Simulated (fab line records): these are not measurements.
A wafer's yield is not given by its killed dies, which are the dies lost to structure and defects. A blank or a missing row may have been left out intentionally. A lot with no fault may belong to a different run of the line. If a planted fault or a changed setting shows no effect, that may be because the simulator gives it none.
Check of tool commonality    flow gf180mcu    36 wafers sampled across 12 lots

WHAT PROMPTED THE OPENING
GF_MVSD_TW_MEAS_11, reading MVSD_TW: flagged on 3 of 12 lots. Fault-free wafers read 1593, with a standard deviation of 9.
Rule: a lot gets a flag if all its wafers with a number sit over 4 standard deviations from that mean, or if no wafer of it has a number. All remaining lots are regarded as sound.

lot   measured      on             MVSD_TW, wafer by wafer  flag
L144  day 4 16:58   film metro-02  1574 1586 1586           
L145  day 4 22:10   film metro-02  1573 1583 1578           
L148  day 5 13:57   film metro-02  1595 1588 1593           
L149  day 5 20:09   film metro-02  1639 1645 1641           FLAGGED
L150  day 6 06:04   film metro-01  1656 1642 1652           FLAGGED
L151  day 6 07:40   film metro-02  1634 1634 1636           FLAGGED
L158  day 8 02:52   film metro-03  1603 1598 1600           
L160  day 8 12:55   film metro-01  1579 1588 1582           
L162  day 9 01:35   film metro-03  1600 1603 1598           
L163  day 9 06:40   film metro-03  1598 1603 1597           
L165  day 9 18:52   film metro-01  1582 1587 1583           
L166  day 10 01:30  film metro-02  1581 1586 1588           
Average over the flagged lots: 1642; offset from the usual +49, equal to +5 standard deviations.

WHICH TOOL EACH LOT WENT THROUGH
2 process steps preceding the reading are held in the record, out of 602 steps in the route. Each cell gives the tool, then ch followed by the chambers the sampled wafers passed through, then the start.
lot   flag     GF_STI_ETCH_14                   GF_MVSD_IMPLANT_09
L144           rie si-01 ch 0,2,3, day 2 07:40  implanter-02 ch 0, day 4 16:43
L145           rie si-02 ch 1,2,3, day 2 12:31  implanter-02 ch 0, day 4 21:55
L148           rie si-01 ch 0,1,3, day 3 02:04  implanter-03 ch 0, day 5 13:42
L149  FLAGGED  rie si-01 ch 0,1,3, day 3 07:46  implanter-02 ch 0, day 5 19:54
L150  FLAGGED  rie si-01 ch 0,1,2, day 3 15:10  implanter-02 ch 0, day 6 05:49
L151  FLAGGED  rie si-01 ch 1,2,3, day 3 18:31  implanter-02 ch 0, day 6 07:25
L158           rie si-01 ch 0,1, day 5 06:43    implanter-01 ch 0, day 8 02:38
L160           rie si-02 ch 0,1, day 5 16:31    implanter-03 ch 0, day 8 12:41
L162           rie si-02 ch 1,2,3, day 6 03:37  implanter-02 ch 0, day 9 01:22
L163           rie si-01 ch 0,3, day 6 08:37    implanter-01 ch 0, day 9 06:26
L165           rie si-02 ch 0,2,3, day 6 19:01  implanter-03 ch 0, day 9 18:38
L166           rie si-02 ch 0,1,3, day 7 00:28  implanter-01 ch 0, day 10 01:15
These steps, and what they do:
- GF_STI_ETCH_14: etches Si in HBr/Cl2/O2, target depth 360 nm, time 102.9 s.
- GF_MVSD_IMPLANT_09
- GF_MVSD_TW_MEAS_11

FLAGGED AGAINST TOTAL, ONE TOOL AT A TIME (gauges that did the reading follow at the end)
step                tool           lots run  flagged  share of the flagged lots  sound lots run after its first flagged lot
GF_STI_ETCH_14      rie si-01      7         3        all                        2 (L158,L163)
GF_STI_ETCH_14      rie si-02      5         0        none                       -
GF_MVSD_IMPLANT_09  implanter-01   3         0        none                       -
GF_MVSD_IMPLANT_09  implanter-02   6         3        all                        1 (L162)
GF_MVSD_IMPLANT_09  implanter-03   3         0        none                       -
GF_MVSD_TW_MEAS_11  film metro-01  3         1        some                       2 (L160,L165)
GF_MVSD_TW_MEAS_11  film metro-02  6         2        some                       1 (L166)
GF_MVSD_TW_MEAS_11  film metro-03  3         0        none                       -

WHAT IS ALLOWED BY THE TABLE
rie si-01 at GF_STI_ETCH_14 and implanter-02 at GF_MVSD_IMPLANT_09 are the 2 rows of the table that ran each flagged lot.
- rie si-01 at GF_STI_ETCH_14: 3 of its 7 lots flagged. Sound lots ran on it after the first flagged one (L158, L163), which a lasting fault on the whole tool wouldn't allow.
- implanter-02 at GF_MVSD_IMPLANT_09: 3 of its 6 lots flagged. Sound lots ran on it after the first flagged one (L162), which a lasting fault on the whole tool wouldn't allow. Its own readings (dose ions cm2, faraday current uA) fall more than 4 standard deviations out on all wafers of the flagged lots.
Every row of the table either missed a flagged lot or ran a sound lot after the first.

WHAT HAD BEEN PUT IN BY THE SIMULATOR
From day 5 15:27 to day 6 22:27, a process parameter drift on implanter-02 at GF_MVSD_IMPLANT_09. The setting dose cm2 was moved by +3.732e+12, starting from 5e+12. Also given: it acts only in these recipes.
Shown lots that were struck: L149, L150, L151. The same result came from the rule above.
